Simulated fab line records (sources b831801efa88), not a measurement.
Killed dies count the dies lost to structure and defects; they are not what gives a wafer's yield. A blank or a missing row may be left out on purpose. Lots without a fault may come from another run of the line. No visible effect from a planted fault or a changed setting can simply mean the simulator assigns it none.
Which tool is to blame?    flow gf180mcu    13 lots with 39 wafers sampled at 4 steps, on a route of 602 steps

== WHAT THE GAUGES SHOWED, per wafer ==
GF_DUAL_GATE_OVL_MEAS_11. Usual: DUAL_GATE_OVL gives 0.5 nm (standard deviation 1.3).
lot   measured      on          DUAL_GATE_OVL (nm)  flag
L780  day 8 07:50   overlay-02  -1.2 -1.8 0.0       
L781  day 8 16:21   overlay-01  0.9 2.4 2.6         
L782  day 8 23:40   overlay-01  0.7 2.8 0.5         
L784  day 9 15:13   overlay-02  -0.9 -1.5 0.0       
L785  day 9 18:09   overlay-02  0.5 -1.2 1.4        
L786  day 10 00:39  overlay-01  0.3 0.8 -0.6        
L787  day 10 06:31  overlay-01  2.9 1.3 0.9         
L790  day 11 05:15  overlay-01  0.1 -0.5 2.1        
L794  day 12 07:52  overlay-02  0.7 0.8 1.2         
L795  day 12 18:11  overlay-01  -0.3 1.2 1.8        
L798  day 13 11:48  overlay-01  0.7 1.6 -0.5        
L800  day 14 05:16  overlay-02  -1.2 -0.3 1.2       
L801  day 14 06:49  overlay-01  1.7 0.5 0.9         

GF_PSD_OVL_MEAS_08. Usual: PSD_OVL gives 1.0 nm (standard deviation 1.3).
lot   measured      on          PSD_OVL (nm)   flag
L780  day 14 05:13  overlay-01  0.5 0.6 0.8    
L781  day 14 14:07  overlay-01  1.4 2.8 1.0    
L782  day 14 22:40  overlay-02  1.8 1.6 1.9    
L784  day 15 16:03  overlay-02  1.9 0.0 2.0    
L785  day 15 22:25  overlay-02  1.3 1.2 0.9    
L786  day 16 08:03  overlay-01  1.4 -0.5 1.6   
L787  day 16 13:52  overlay-02  2.9 0.1 1.7    
L790  day 17 18:29  overlay-01  -1.8 -0.2 0.9  
L794  day 19 04:07  overlay-01  -1.2 2.0 1.0   
L795  day 19 17:35  overlay-01  1.2 1.5 1.6    
L798  day 20 13:10  overlay-02  0.9 1.5 1.4    
L800  day 21 07:23  overlay-02  1.4 1.6 -0.3   
L801  day 21 12:13  overlay-02  0.6 0.8 1.3    

== WHAT TOOL EACH LOT RAN ON (gives the tool, then ch and the chambers of the sampled wafers, and finally the start) ==
lot   GF_HV_LDD_STRIP_49                    GF_HV_LDD_ETCHBACK_58
L780  plasma asher-01 ch 0,1, day 12 09:49  rie diel-04 ch 0,2,3, day 12 12:47
L781  plasma asher-01 ch 1, day 12 17:44    rie diel-01 ch 0,3, day 12 20:44
L782  plasma asher-01 ch 0,1, day 13 01:52  rie diel-04 ch 1,2, day 13 04:48
L784  plasma asher-02 ch 0,1, day 13 17:40  rie diel-03 ch 0,2,3, day 13 20:38
L785  plasma asher-04 ch 0,1, day 13 22:25  rie diel-03 ch 0,1,2, day 14 02:34
L786  plasma asher-04 ch 0,1, day 14 08:47  rie diel-01 ch 1,2,3, day 14 11:45
L787  plasma asher-04 ch 0,1, day 14 14:31  rie diel-03 ch 1,2,3, day 14 17:31
L790  plasma asher-04 ch 0,1, day 15 17:02  rie diel-03 ch 0,2,3, day 15 20:00
L794  plasma asher-01 ch 0,1, day 17 01:26  rie diel-04 ch 1,2,3, day 17 04:24
L795  plasma asher-01 ch 0,1, day 17 13:54  rie diel-04 ch 0,2,3, day 17 16:52
L798  plasma asher-01 ch 0,1, day 18 08:59  rie diel-01 ch 1,2,3, day 18 11:57
L800  plasma asher-01 ch 0,1, day 19 03:49  rie diel-03 ch 1,2,3, day 19 06:47
L801  plasma asher-01 ch 0,1, day 19 08:49  rie diel-01 ch 0,1,3, day 19 11:46
- GF_HV_LDD_STRIP_49: strips in O2/N2.
- GF_HV_LDD_ETCHBACK_58: etches Si3N4 in CH3F/O2, stops on SiO2, time 100 s, target depth 90 nm.

== AS READ BY THE TOOLS THEMSELVES (means over the sampled wafers that have a number; for cases with no such wafer, the mark the record gives instead) ==
GF_HV_LDD_STRIP_49. Usual: drypump motor current A 5.54 A, standard deviation 0.28; heater power w 359 W, standard deviation 29; oes product au 0.716 a.u., standard deviation 0.0043; strip time to endpoint s 12.64 s, standard deviation 0.045.
lot   tool             drypump motor current A (A)  heater power w (W)  oes product au (a.u.)  strip time to endpoint s (s)  flag
L780  plasma asher-01  5.29                         339                 0.715                  12.62                         
L781  plasma asher-01  5.72                         332                 0.713                  12.59                         
L782  plasma asher-01  5.50                         332                 0.719                  12.70                         
L784  plasma asher-02  5.86                         341                 0.716                  12.71                         
L785  plasma asher-04  5.68                         390                 0.714                  12.71                         
L786  plasma asher-04  5.68                         393                 0.720                  12.62                         
L787  plasma asher-04  5.62                         376                 0.715                  12.67                         
L790  plasma asher-04  5.62                         375                 0.717                  12.58                         
L794  plasma asher-01  5.31                         337                 0.714                  12.64                         
L795  plasma asher-01  5.51                         339                 0.713                  12.66                         
L798  plasma asher-01  5.50                         340                 0.718                  12.61                         
L800  plasma asher-01  5.50                         335                 0.717                  12.65                         
L801  plasma asher-01  5.27                         340                 0.719                  12.68                         

GF_HV_LDD_ETCHBACK_58. Usual: drypump motor current A 5.9 A, standard deviation 0.36; oes product au 0.842 a.u., standard deviation 0.0067; run length s 128.4 s, standard deviation 0.53; throttle valve pct 10.561 %, standard deviation 0.0088.
lot   tool         drypump motor current A (A)  oes product au (a.u.)  run length s (s)  throttle valve pct (%)  flag
L780  rie diel-04  5.8                          0.845                  128.3             10.564                  
L781  rie diel-01  5.7                          0.836                  128.7             10.561                  
L782  rie diel-04  6.0                          0.853                  128.2             10.565                  
L784  rie diel-03  5.7                          0.847                  128.2             10.570                  
L785  rie diel-03  6.0                          0.846                  128.8             10.573                  
L786  rie diel-01  5.9                          0.840                  128.1             10.560                  
L787  rie diel-03  5.9                          0.842                  128.6             10.552                  
L790  rie diel-03  5.7                          0.837                  128.3             10.577                  
L794  rie diel-04  6.2                          0.835                  128.4             10.569                  
L795  rie diel-04  5.8                          0.843                  128.5             10.558                  
L798  rie diel-01  5.9                          0.848                  128.3             10.561                  
L800  rie diel-03  6.0                          0.893                  123.5             10.569                  OFF
L801  rie diel-01  5.7                          0.852                  128.0             10.556                  

== THE ANSWER, worked out from the rows above alone ==
Rule: lot off if the mean of its wafers having a number is beyond 3 standard deviations from the usual mean. A lot without any number at a reading at which 4 lots or more have one is off too. Where the step has rows for the other lots, those lots are counted as sound. First the gauges in route order, then the tools' own readings, where a lot's mean is used as printed above. The first step at which some lot is off is used, and at that step the reading that is off furthest; a lot without a number counts as furthest.
Off: L800 (GF_HV_LDD_ETCHBACK_58, run length s).
A tool fits if, at that step or a process step before it, it ran every lot that is off, and no sound lot after the first of them. One fits: GF_HV_LDD_ETCHBACK_58 on rie diel-03. Its last sound lot is L790 (day 15 20:00), its first lot that is off L800 (day 19 06:47): a fault that began between those two fits.
The tool's own readings at GF_HV_LDD_ETCHBACK_58 bear it out: on the lots that are off they differ by more than 5 times the standard deviation of the sound lots' means. oes product au reads 0.893 a.u. there against 0.844 a.u. on the sound lots; run length s reads 123.5 s there against 128.4 s on the sound lots.

== WHAT THE SIMULATOR PUT IN ==
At GF_HV_LDD_ETCHBACK_58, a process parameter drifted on rie diel-03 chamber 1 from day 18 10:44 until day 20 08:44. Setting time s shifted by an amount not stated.
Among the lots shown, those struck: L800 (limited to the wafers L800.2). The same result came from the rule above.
